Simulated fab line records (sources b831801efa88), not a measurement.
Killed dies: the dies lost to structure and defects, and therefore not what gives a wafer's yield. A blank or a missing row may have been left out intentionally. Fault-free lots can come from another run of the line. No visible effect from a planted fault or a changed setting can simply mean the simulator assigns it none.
Which tool is to blame?    flow gf180mcu    Sampling: 13 lots, 39 wafers, 4 of 602 route steps

WHAT EACH GAUGE READ, for each wafer
GF_V3_CD_MEAS_14 targets a cd of 260 nm. Usual: cd_nm at 259.7 nm, with a standard deviation of 1.3.
lot   measured      on         cd_nm (nm)         flag
L903  day 22 10:51  cd_sem-02  262.3 261.2 261.3  
L904  day 22 16:58  cd_sem-01  259.4 259.9 259.0  
L905  day 23 04:17  cd_sem-02  259.1 259.2 259.4  
L907  day 23 23:55  cd_sem-01  265.9 267.2 265.0  OFF
L908  day 24 08:43  cd_sem-01  266.7 266.3 266.4  OFF
L910  day 25 03:57  cd_sem-01  259.0 259.0 258.5  
L916  day 27 01:57  cd_sem-02  256.8 258.3 257.3  
L918  day 27 16:58  cd_sem-01  259.1 260.5 260.5  
L919  day 27 21:23  cd_sem-02  257.9 257.8 257.5  
L921  day 28 07:13  cd_sem-01  258.2 258.7 258.0  
L922  day 28 17:10  cd_sem-02  260.1 260.1 259.6  
L925  day 29 08:55  cd_sem-01  258.4 257.1 257.1  
L926  day 29 17:04  cd_sem-02  260.8 259.3 258.9  

GF_V3_OVL_MEAS_15. Usual: V3_OVL -2 nm, standard deviation 6.7.
lot   measured      on          V3_OVL (nm)  flag
L903  day 22 10:58  overlay-02  -2 3 13      
L904  day 22 17:05  overlay-02  -1 -7 -9     
L905  day 23 04:23  overlay-02  5 -4 5       
L907  day 24 00:02  overlay-02  -2 -2 -6     
L908  day 24 08:50  overlay-02  8 -2 6       
L910  day 25 04:04  overlay-02  -2 -9 3      
L916  day 27 02:04  overlay-01  -12 -13 -5   
L918  day 27 17:05  overlay-02  2 8 -1       
L919  day 27 21:29  overlay-01  -2 1 5       
L921  day 28 07:20  overlay-01  -2 -7 -4     
L922  day 28 17:17  overlay-01  -1 5 4       
L925  day 29 09:02  overlay-02  7 -1 -5      
L926  day 29 17:10  overlay-01  -9 1 2       

WHICH TOOL RAN EACH LOT (tool, then ch and the chambers of the sampled wafers, then the start)
lot   GF_M3_SPUTTER_04              GF_V3_PEB_12
L903  pvd_sputter-03, day 20 09:46  litho_track-04 ch 0, day 22 10:30
L904  pvd_sputter-04, day 20 16:53  litho_track-03 ch 0, day 22 16:37
L905  pvd_sputter-02, day 21 04:19  litho_track-03 ch 0, day 23 03:57
L907  pvd_sputter-02, day 22 00:14  litho_track-03 ch 0, day 23 23:31
L908  pvd_sputter-04, day 22 10:17  litho_track-03 ch 0, day 24 08:22
L910  pvd_sputter-03, day 23 06:16  litho_track-04 ch 0, day 25 03:36
L916  pvd_sputter-03, day 25 06:38  litho_track-04 ch 0, day 27 01:36
L918  pvd_sputter-04, day 25 22:29  litho_track-01 ch 0, day 27 16:37
L919  pvd_sputter-02, day 26 02:52  litho_track-03 ch 0, day 27 21:03
L921  pvd_sputter-02, day 26 13:22  litho_track-03 ch 0, day 28 06:52
L922  pvd_sputter-03, day 26 23:46  litho_track-03 ch 0, day 28 16:49
L925  pvd_sputter-04, day 27 16:50  litho_track-03 ch 0, day 29 08:34
L926  pvd_sputter-04, day 28 00:46  litho_track-04 ch 0, day 29 16:44
- GF_M3_SPUTTER_04: material TiN, target thk 50 nm, time 41.7 s.
- GF_V3_PEB_12: peb time 90 s.

WHAT THE TOOLS THEMSELVES READ (means of the sampled wafers that have a number; where no wafer has one, the mark that the record gives instead)
GF_M3_SPUTTER_04. Usual: throttle_valve_pct at 29.7 %, with a standard deviation of 1.1.
lot   tool            throttle_valve_pct (%)  flag
L903  pvd_sputter-03  29.8                    
L904  pvd_sputter-04  28.8                    
L905  pvd_sputter-02  30.6                    
L907  pvd_sputter-02  31.2                    
L908  pvd_sputter-04  29.8                    
L910  pvd_sputter-03  29.2                    
L916  pvd_sputter-03  29.0                    
L918  pvd_sputter-04  28.0                    
L919  pvd_sputter-02  31.2                    
L921  pvd_sputter-02  31.2                    
L922  pvd_sputter-03  29.5                    
L925  pvd_sputter-04  28.7                    
L926  pvd_sputter-04  29.8                    

GF_V3_PEB_12. Usual: heater_power_total_W 85.69 W, standard deviation 0.085; plate_temp_C 135.00 C, standard deviation 0.14.
lot   tool            heater_power_total_W (W)  plate_temp_C (C)  flag
L903  litho_track-04  85.60                     135.20            
L904  litho_track-03  85.70                     134.94            
L905  litho_track-03  85.66                     135.00            
L907  litho_track-03  87.36                     137.18            OFF
L908  litho_track-03  87.38                     137.23            OFF
L910  litho_track-04  85.72                     134.96            
L916  litho_track-04  85.61                     134.77            
L918  litho_track-01  85.63                     135.06            
L919  litho_track-03  85.65                     135.07            
L921  litho_track-03  85.70                     134.94            
L922  litho_track-03  85.66                     134.94            
L925  litho_track-03  85.73                     134.94            
L926  litho_track-04  85.79                     135.15            

THE ANSWER, worked out from the rows above alone
Rule: lot off if the mean of its wafers having a number is beyond 3 standard deviations from the usual mean. A lot without any number at a reading at which 4 lots or more have one is off too. Any other lot the step has rows for is counted as sound. The gauges are gone through in route order, then the tools' own readings, and for those a lot's mean is taken as printed above. At the first step where some lot is off, the reading lying furthest off is the one used; lots without a number count as furthest.
Off: L907, L908 (GF_V3_CD_MEAS_14, cd_nm).
If a tool, at a process step before that reading, ran all the lots that are off and no sound lot after the first of them, it fits. Not tried: the gauges at GF_V3_CD_MEAS_14; whatever is off there is also off at GF_V3_PEB_12, on other tools, and gauge error can't account for it. Not one of the candidates tried fits.

WHAT WAS PUT IN BY THE SIMULATOR
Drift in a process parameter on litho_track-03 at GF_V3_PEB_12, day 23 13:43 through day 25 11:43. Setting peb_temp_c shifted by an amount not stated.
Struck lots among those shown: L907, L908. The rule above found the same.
